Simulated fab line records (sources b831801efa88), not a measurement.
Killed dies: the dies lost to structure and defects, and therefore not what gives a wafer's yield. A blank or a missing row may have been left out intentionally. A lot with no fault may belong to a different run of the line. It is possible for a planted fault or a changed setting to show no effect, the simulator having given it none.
fab line records | flow sky130
[record] lots = 11 | wafers = 33 | last-day = 50
route steps=708 shown VIA3@586 METAL4@631 METAL5@667
lots with no fault: from the same line, run without faults
start-h: hours from the record's opening day to when the first of the lot's shown wafers began | wait-h: hours since the lot's step before | " identical to the entry in the row above | L1.1+2: a row that stands for several wafers | - value missing, or start not given | * or withheld: withheld | < > ~ a bound
route shown NAME@n: NAME is a module with steps in the file, n the number in the route of the first one | usual: average and standard deviation across the fault-free wafers | same: alike in all rows | chamber/n: place in a boat | sites: readings site by site | _std_site: the standard deviation of these | _edge_site: inner sites' mean taken away from outer sites' mean | radius-mm: how far each site lies from the wafer's centre | mask NAME#n: copy n | behind: the most recent tool/chamber to have shaped the wafer | hold: why the lot went on hold/how many hours it stayed there/how the hold came to an end | device: transistor that didn't switch, given as n, p or np | end of line: the route-end tests of the same wafers | step lacking rows: just its recipe | killed: count of dies lost to structure and defects at first sort (not the wafer's yield) | map: shows each die of a wafer: x if killed, . if not, _ if none is there
set.NAME: the setting as run; set.NAME@STEP: as run at that earlier step | model.NAME: the simulator's own value behind a step, which no gauge read
a sample of lots followed through the steps of the route, with each step as a table and each wafer as a row
services: a tool's chamber out of use, with start hour (start-h, from the record's first day; less than 0 if before it), hours out, and reason
[[steps]]
[step SKY_VIA3_OVL_MEAS_13]
[usual] VIA3_OVL = 2/5.4
lot.wafer | tool       | chamber | start-h | wait-h | VIA3_OVL[nm]
L116.1    | overlay-01 | -       | 935.53  | 0.1    | -1
L116.4    | "          | -       | "       | "      | -7
L116.5    | "          | -       | "       | "      | 0
L121.2    | overlay-01 | -       | 970.25  | 0.1    | 1
L121.3    | "          | -       | "       | "      | -5
L121.6    | "          | -       | "       | "      | 0
L124.3    | overlay-01 | -       | 991.09  | 0.1    | -6
L124.4    | "          | -       | "       | "      | 1
L124.6    | "          | -       | "       | "      | -5
L125.2    | overlay-01 | -       | 1006.84 | 0.1    | 1
L125.4    | "          | -       | "       | "      | 0
L125.6    | "          | -       | "       | "      | 6
L129.1    | overlay-01 | -       | 1027.05 | 0.1    | 5
L129.4    | "          | -       | "       | "      | -2
L129.5    | "          | -       | "       | "      | -1
L130.1    | overlay-02 | -       | 1038.40 | 0.1    | -2
L130.4    | "          | -       | "       | "      | 2
L130.6    | "          | -       | "       | "      | -4
L133.1    | overlay-01 | -       | 1054.73 | 0.1    | 1
L133.2    | "          | -       | "       | "      | 0
L133.6    | "          | -       | "       | "      | 6
L135.1    | overlay-02 | -       | 1067.74 | 0.1    | -1
L135.3    | "          | -       | "       | "      | 3
L135.6    | "          | -       | "       | "      | 0
L136.1    | overlay-02 | -       | 1069.99 | 0.1    | 3
L136.4    | "          | -       | "       | "      | 5
L136.5    | "          | -       | "       | "      | 4
L137.2    | overlay-02 | -       | 1073.54 | 0.1    | 8
L137.5    | "          | -       | "       | "      | 11
L137.6    | "          | -       | "       | "      | 10
L138.3    | overlay-01 | -       | 1092.96 | 0.1    | 12
L138.4    | "          | -       | "       | "      | 5
L138.5    | "          | -       | "       | "      | 10
[step SKY_METAL4_DESCUM_15]
[recipe] chemistry = O2 | source-power-w = 150 | bias-power-w = 0 | pressure-mtorr = 10 | temp-c = 40 | time-s = 8
[usual] drypump-motor-current-A = 5.7/0.5 | oes-product-au = 1.000/0.0069
lot.wafer | tool         | chamber | start-h | wait-h | drypump-motor-current-A | oes-product-au | rf-hours-counter-h
L116.1    | rie-metal-04 | 0       | 986.34  | 0.0    | 6.1                     | 1.010          | 14
L116.4    | "            | 1       | "       | "      | 5.2                     | 1.014          | -
L116.5    | "            | 1       | "       | "      | 5.2                     | 1.005          | -
L121.2    | rie-metal-03 | 1       | 1019.09 | 0.0    | 5.8                     | 0.992          | 4
L121.3    | "            | 0       | "       | "      | 5.0                     | 1.001          | -
L121.6    | "            | 1       | "       | "      | 5.8                     | 0.998          | -
L124.3    | rie-metal-04 | 0       | 1039.41 | 0.0    | 6.1                     | 0.997          | -
L124.4    | "            | 1       | "       | "      | 5.2                     | 1.014          | -
L124.6    | "            | 1       | "       | "      | 5.2                     | 1.000          | -
L125.2    | rie-metal-04 | 1       | 1053.44 | 0.0    | 5.2                     | 0.997          | 9
L125.4    | "            | 0       | "       | "      | 6.2                     | 0.997          | -
L125.6    | "            | 0       | "       | "      | 6.2                     | 0.998          | -
L129.1    | rie-metal-04 | 1       | 1073.08 | 0.0    | 5.2                     | 0.995          | 11
L129.4    | "            | 0       | "       | "      | 6.1                     | 0.985          | -
L129.5    | "            | 0       | "       | "      | 6.2                     | 0.998          | -
L130.1    | rie-metal-02 | 1       | 1084.04 | 0.0    | 6.3                     | 1.002          | 7
L130.4    | "            | 0       | "       | "      | 6.2                     | 1.008          | -
L130.6    | "            | 1       | "       | "      | 6.3                     | 1.007          | -
L133.1    | rie-metal-04 | 1       | 1099.04 | 0.0    | 5.2                     | 0.991          | 13
L133.2    | "            | 0       | "       | "      | 6.2                     | 0.992          | 21
L133.6    | "            | 1       | "       | "      | 5.2                     | 1.001          | -
L135.1    | rie-metal-04 | 0       | 1110.99 | 0.0    | 6.2                     | 1.008          | 22
L135.3    | "            | 1       | "       | "      | 5.2                     | 0.991          | -
L135.6    | "            | 1       | "       | "      | 5.2                     | 1.002          | -
L136.1    | rie-metal-02 | 1       | 1113.84 | 0.0    | 6.3                     | 1.013          | 9
L136.4    | "            | 1       | "       | "      | 6.3                     | 1.007          | -
L136.5    | "            | 0       | "       | "      | 6.2                     | 1.014          | -
L137.2    | rie-metal-02 | 1       | 1117.28 | 0.0    | 6.3                     | 1.007          | 9
L137.5    | "            | 1       | "       | "      | 6.3                     | 1.010          | -
L137.6    | "            | 0       | "       | "      | 6.2                     | 1.005          | -
L138.3    | rie-metal-04 | 1       | 1134.56 | 0.0    | 5.2                     | 0.999          | -
L138.4    | "            | 0       | "       | "      | 6.1                     | 0.990          | -
L138.5    | "            | 1       | "       | "      | 5.2                     | 0.994          | -
[step SKY_METAL5_THK_MEAS_06]
[recipe] thk-meas-gauge = xrf | reads = AlCu_of_METAL5_SPUTTER_02
[usual] METAL5_ALCU_THK = 1158/15
lot.wafer | tool          | chamber | start-h | wait-h | METAL5_ALCU_THK[nm]
L116.1    | film-metro-02 | -       | 1013.04 | 0.1    | 1173
L116.4    | "             | -       | "       | "      | 1178
L116.5    | "             | -       | "       | "      | 1156
L121.2    | film-metro-02 | -       | 1045.18 | 0.1    | 1143
L121.3    | "             | -       | "       | "      | 1128
L121.6    | "             | -       | "       | "      | 1131
L124.3    | film-metro-01 | -       | 1064.00 | 0.1    | 1168
L124.4    | "             | -       | "       | "      | 1166
L124.6    | "             | -       | "       | "      | 1163
L125.2    | film-metro-02 | -       | 1076.85 | 0.1    | 1153
L125.4    | "             | -       | "       | "      | 1164
L125.6    | "             | -       | "       | "      | 1147
L129.1    | film-metro-04 | -       | 1096.52 | 0.1    | 1192
L129.4    | "             | -       | "       | "      | 1199
L129.5    | "             | -       | "       | "      | 1194
L130.1    | film-metro-01 | -       | 1108.15 | 0.1    | 1176
L130.4    | "             | -       | "       | "      | 1157
L130.6    | "             | -       | "       | "      | 1162
L133.1    | film-metro-04 | -       | 1121.77 | 0.1    | 1166
L133.2    | "             | -       | "       | "      | 1162
L133.6    | "             | -       | "       | "      | 1171
L135.1    | film-metro-01 | -       | 1133.07 | 0.1    | 1171
L135.3    | "             | -       | "       | "      | 1160
L135.6    | "             | -       | "       | "      | 1170
L136.1    | film-metro-01 | -       | 1136.04 | 0.1    | 1141
L136.4    | "             | -       | "       | "      | 1154
L136.5    | "             | -       | "       | "      | 1142
L137.2    | film-metro-02 | -       | 1139.22 | 0.1    | 1149
L137.5    | "             | -       | "       | "      | 1161
L137.6    | "             | -       | "       | "      | 1163
L138.3    | film-metro-02 | -       | 1155.63 | 0.1    | 1150
L138.4    | "             | -       | "       | "      | 1139
L138.5    | "             | -       | "       | "      | 1164
[step SKY_METAL5_METAL_ETCH_15]
[recipe] target-depth-a = 12600 | stop-on = SiO2 | over-etch-frac = 0.2 | time-s = 252 | chemistry = Cl2/BCl3 | resist-sidewall-deg = 86 | pressure-mtorr = 10 | icp-w = 900 | bias-w = 48.5 | Cl2_flow_sccm = 60 | bcl3-flow-sccm = 30
[usual] bias-w = 48.51/0.16 | drypump-motor-current-A = 5.9/0.39 | oes-product-au = 0.895/0.0045 | throttle-valve-pct = 22.264/0.01
lot.wafer | tool         | chamber | start-h | wait-h | bias-w | drypump-motor-current-A | oes-product-au | rf-hours-counter-h | throttle-valve-pct
L116.1    | rie-metal-02 | 0       | 1035.85 | 0.1    | 48.70  | 6.2                     | 0.890          | 19                 | 22.255
L116.4    | "            | 0       | "       | "      | 48.28  | 6.2                     | 0.890          | -                  | 22.249
L116.5    | "            | 0       | "       | "      | 48.56  | 6.2                     | 0.896          | -                  | 22.276
L121.2    | rie-metal-04 | 0       | 1065.54 | 0.0    | 48.43  | 6.2                     | 0.898          | 18                 | 22.274
L121.3    | "            | 1       | "       | "      | 44.23  | 5.2                     | 0.906          | -                  | 22.265
L121.6    | "            | 0       | "       | "      | 48.41  | 6.1                     | 0.895          | -                  | 22.265
L124.3    | rie-metal-01 | 0       | 1084.74 | 0.1    | 48.64  | 6.3                     | 0.897          | -                  | 22.260
L124.4    | "            | 1       | "       | "      | 48.59  | 5.9                     | 0.898          | -                  | 22.253
L124.6    | "            | 1       | "       | "      | 48.51  | 5.9                     | 0.901          | -                  | 22.258
L125.2    | rie-metal-04 | 0       | 1097.42 | 0.0    | 48.78  | 6.2                     | 0.893          | 20                 | 22.255
L125.4    | "            | 0       | "       | "      | 48.64  | 6.1                     | 0.895          | -                  | 22.260
L125.6    | "            | 1       | "       | "      | 43.97  | 5.2                     | 0.900          | -                  | 22.261
L129.1    | rie-metal-01 | 0       | 1116.85 | 0.0    | 48.55  | 6.3                     | 0.888          | 22                 | 22.272
L129.4    | "            | 1       | "       | "      | 48.31  | 5.9                     | 0.897          | -                  | 22.270
L129.5    | "            | 1       | "       | "      | 48.19  | 5.9                     | 0.891          | -                  | 22.260
L130.1    | rie-metal-01 | 1       | 1127.21 | 0.0    | 48.66  | 5.9                     | 0.897          | 7                  | 22.279
L130.4    | "            | 1       | "       | "      | 48.71  | 5.8                     | 0.891          | -                  | 22.264
L130.6    | "            | 1       | "       | "      | 48.53  | 5.8                     | 0.894          | -                  | 22.256
L133.1    | rie-metal-01 | 1       | 1140.55 | 0.0    | 48.28  | 5.9                     | 0.890          | 8                  | 22.264
L133.2    | "            | 0       | "       | "      | 48.55  | 6.3                     | 0.890          | 24                 | 22.264
L133.6    | "            | 0       | "       | "      | 48.66  | 6.3                     | 0.899          | -                  | 22.297
L135.1    | rie-metal-04 | 1       | 1151.11 | 0.0    | 48.34  | 5.2                     | 0.893          | 18                 | 22.276
L135.3    | "            | 0       | "       | "      | 48.42  | 6.1                     | 0.888          | -                  | 22.274
L135.6    | "            | 0       | "       | "      | 48.30  | 6.1                     | 0.895          | -                  | 22.267
L136.1    | rie-metal-01 | 0       | 1154.26 | 0.0    | 48.35  | 6.3                     | 0.891          | 25                 | 22.268
L136.4    | "            | 0       | "       | "      | 48.30  | 6.3                     | 0.896          | -                  | 22.258
L136.5    | "            | 0       | "       | "      | 48.66  | 6.3                     | 0.884          | -                  | 22.256
L137.2    | rie-metal-04 | 0       | 1157.46 | 0.0    | 48.57  | 6.1                     | 0.897          | 26                 | 22.274
L137.5    | "            | 1       | "       | "      | 48.63  | 5.2                     | 0.886          | -                  | 22.245
L137.6    | "            | 0       | "       | "      | 48.44  | 6.2                     | 0.902          | -                  | 22.251
L138.3    | rie-metal-02 | 0       | 1172.42 | 0.1    | 48.33  | 6.2                     | 0.889          | -                  | 22.248
L138.4    | "            | 1       | "       | "      | 48.43  | 6.3                     | 0.896          | -                  | 22.267
L138.5    | "            | 1       | "       | "      | 48.18  | 6.3                     | 0.891          | -                  | 22.278
[step SKY_METAL5_STRIP_16]
[recipe] chemistry = O2/N2 | power-w = 1400 | pressure-mtorr = 1500 | platen-temp-c = withheld | o2-flow-sccm = 3000 | n2-flow-sccm = 300 | overash-fraction = 0.5
[usual] drypump-motor-current-A = 5.6/0.34 | o2-flow-sccm = 3001/9 | oes-product-au = 0.710/0.0045 | strip-time-to-endpoint-s = 13.00/0.12
lot.wafer | tool            | chamber | start-h | wait-h | drypump-motor-current-A | o2-flow-sccm | oes-product-au | rf-hours-counter-h | strip-time-to-endpoint-s
L116.1    | plasma-asher-03 | 0       | 1036.32 | 0.4    | 5.4                     | 2999         | 0.715          | 60                 | 13.03
L116.4    | "               | 0       | "       | "      | 5.3                     | 3007         | 0.706          | -                  | 13.01
L116.5    | "               | 0       | "       | "      | 5.3                     | 3014         | 0.715          | -                  | 13.00
L121.2    | plasma-asher-01 | 0       | 1065.78 | 0.2    | 6.1                     | 3013         | 0.714          | 92                 | 13.01
L121.3    | "               | 1       | "       | "      | 5.9                     | 2995         | 0.713          | -                  | 13.33
L121.6    | "               | 0       | "       | "      | 6.1                     | 3006         | 0.707          | -                  | 13.06
L124.3    | plasma-asher-03 | 0       | 1084.93 | 0.1    | 5.4                     | 2994         | 0.711          | -                  | 13.14
L124.4    | "               | 1       | "       | "      | 5.6                     | 3003         | 0.705          | -                  | 12.84
L124.6    | "               | 1       | "       | "      | 5.6                     | 2997         | 0.712          | -                  | 12.89
L125.2    | plasma-asher-03 | 0       | 1097.65 | 0.2    | 5.4                     | 3005         | 0.711          | 66                 | 13.03
L125.4    | "               | 1       | "       | "      | 5.6                     | 3002         | 0.707          | -                  | 13.08
L125.6    | "               | 1       | "       | "      | 5.6                     | 2986         | 0.712          | -                  | 13.34
L129.1    | plasma-asher-04 | 1       | 1117.08 | 0.2    | 5.0                     | 3003         | 0.704          | 4                  | 12.94
L129.4    | "               | 0       | "       | "      | 5.5                     | 2995         | 0.710          | -                  | 12.97
L129.5    | "               | 1       | "       | "      | 4.9                     | 2995         | 0.714          | -                  | 12.93
L130.1    | plasma-asher-04 | 0       | 1127.44 | 0.2    | 5.5                     | 3000         | 0.712          | 5                  | 12.86
L130.4    | "               | 0       | "       | "      | 5.5                     | 3005         | 0.719          | -                  | 12.85
L130.6    | "               | 1       | "       | "      | 5.0                     | 3003         | 0.715          | -                  | 12.87
L133.1    | plasma-asher-03 | 0       | 1140.78 | 0.2    | 5.4                     | 3002         | 0.711          | 70                 | 12.92
L133.2    | "               | 1       | "       | "      | 5.6                     | 2995         | 0.703          | 70                 | 12.77
L133.6    | "               | 1       | "       | "      | 5.6                     | 2993         | 0.707          | -                  | 12.90
L135.1    | plasma-asher-01 | 0       | 1151.34 | 0.2    | 6.1                     | 2998         | 0.699          | 100                | 13.15
L135.3    | "               | 1       | "       | "      | 5.9                     | 2995         | 0.707          | -                  | 13.13
L135.6    | "               | 0       | "       | "      | 6.1                     | 2989         | 0.711          | -                  | 13.12
L136.1    | plasma-asher-01 | 0       | 1154.49 | 0.2    | 6.1                     | 2989         | 0.712          | 101                | 12.87
L136.4    | "               | 0       | "       | "      | 6.1                     | 2990         | 0.720          | -                  | 12.93
L136.5    | "               | 1       | "       | "      | 5.9                     | 3003         | 0.711          | -                  | 12.87
L137.2    | plasma-asher-04 | 0       | 1157.69 | 0.2    | 5.5                     | 2992         | 0.707          | 8                  | 13.17
L137.5    | "               | 0       | "       | "      | 5.5                     | 2994         | 0.708          | -                  | 13.01
L137.6    | "               | 1       | "       | "      | 4.9                     | 2995         | 0.706          | -                  | 13.05
L138.3    | plasma-asher-04 | 0       | 1172.61 | 0.1    | 5.5                     | 2998         | 0.710          | -                  | 13.03
L138.4    | "               | 1       | "       | "      | 4.9                     | 3008         | 0.716          | -                  | 12.90
L138.5    | "               | 0       | "       | "      | 5.5                     | 3000         | 0.711          | -                  | 12.93
[[services]]
tool            | chamber | start-h | hours | kind
rie-metal-02    | -       | 973.41  | 2.8   | pm
rie-metal-01    | 1       | 986.72  | -     | clean
rie-metal-01    | 1       | 986.72  | 25.2  | scheduled-down
rie-metal-01    | 1       | 986.72  | 25.2  | vent-cycle
rie-metal-02    | 1       | 1033.00 | 6.2   | repair
plasma-asher-04 | -       | 1055.25 | 9.0   | pm
plasma-asher-04 | 0       | 1055.25 | 9.0   | vent-cycle
plasma-asher-04 | 1       | 1055.25 | 9.0   | vent-cycle
plasma-asher-04 | 0       | 1064.25 | -     | clean
plasma-asher-04 | 1       | 1064.25 | -     | clean
plasma-asher-04 | -       | 1071.03 | 4.0   | repair
plasma-asher-04 | -       | 1092.80 | 2.9   | repair
rie-metal-03    | -       | 1100.70 | 1.4   | pm
rie-metal-01    | -       | 1103.15 | 7.5   | repair
rie-metal-02    | 0       | 1136.99 | 4.7   | repair
[[key]]
[first-sign] step = SKY_METAL5_METAL_ETCH_15 | reading = bias-w | direction = down | sigmas = 28 | usual = 48.51 | struck = 44.10
[effect] step = SKY_METAL5_STRIP_16 | reading = strip-time-to-endpoint-s | direction = up | sigmas = 2.8 | usual = * | struck = *
met-at SKY_METAL5_METAL_ETCH_15
struck-lots L121,L125
struck-wafers L121.3,L125.6
not-acting-at SKY_VIA3_OVL_MEAS_13,SKY_METAL4_DESCUM_15,SKY_METAL5_THK_MEAS_06
[fault] kind = process-parameter-drift | tool = rie-metal-04 | chamber = 1 | onset-h = 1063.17 | steps = SKY_METAL5_METAL_ETCH_15 | channel = bias-w | offset = -4.2737 | shape = step | end-h = 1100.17 | acts-in = these-recipes-only | stated = 48.5
